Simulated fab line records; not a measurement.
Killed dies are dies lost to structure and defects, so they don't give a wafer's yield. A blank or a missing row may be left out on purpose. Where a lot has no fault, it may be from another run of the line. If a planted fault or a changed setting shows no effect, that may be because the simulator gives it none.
Matching of chambers + flow sky130 + SKY_FIELD_ISO_CMP_27 on cmp-01 has 4 sister chambers
The step polishes, stops on Si3N4, t overpolish 16 s, target thk 457.8 nm. 4 wafers are shown with their chamber, then 7 later ones without.

WAFERS WITH THEIR CHAMBER
| wafer  | chamber | motor-current-A (A) |
|--------|---------|---------------------|
| L584.1 | 1       | 12.6                |
| L594.3 | 0       | 10.5                |
| L596.1 | 3       | 13.6                |
| L596.2 | 2       | 11.1                |

WAFERS WITHOUT THEIR CHAMBER
| wafer  | motor-current-A (A) |
|--------|---------------------|
| L596.6 | 13.6                |
| L600.4 | 13.0                |
| L600.5 | 11.0                |
| L600.6 | 13.2                |
| L604.1 | 13.4                |
| L604.2 | 10.7                |
| L604.6 | 14.2                |

EACH ONE'S CHAMBER
| wafer  | from the rows above     | in truth |
|--------|-------------------------|----------|
| L596.6 | 3                       | 3        |
| L600.4 | can't be placed: 1 or 3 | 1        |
| L600.5 | can't be placed: 2 or 0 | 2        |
| L600.6 | can't be placed: 3 or 1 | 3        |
| L604.1 | can't be placed: 3 or 1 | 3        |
| L604.2 | can't be placed: 0 or 2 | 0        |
| L604.6 | 3                       | 3        |
2 of 7 placed correctly. Cannot be placed on the basis of these rows: 5; the candidates contain the true chamber in 5. Wrongly placed: 0.
How it was worked out, from the rows above alone: a wafer's distance from a chamber is the root of the sum, over the readings, of the square of ((its reading less the chamber's mean) divided by the reading's scatter). The wafer belongs to the nearest chamber; if the next one is less than 2 further off, it can't be placed. A chamber's mean is the mean of its shown wafers. The scatter: with one shown wafer a chamber, the root of the mean of the squares of how far each hidden wafer lies from its nearest shown one.
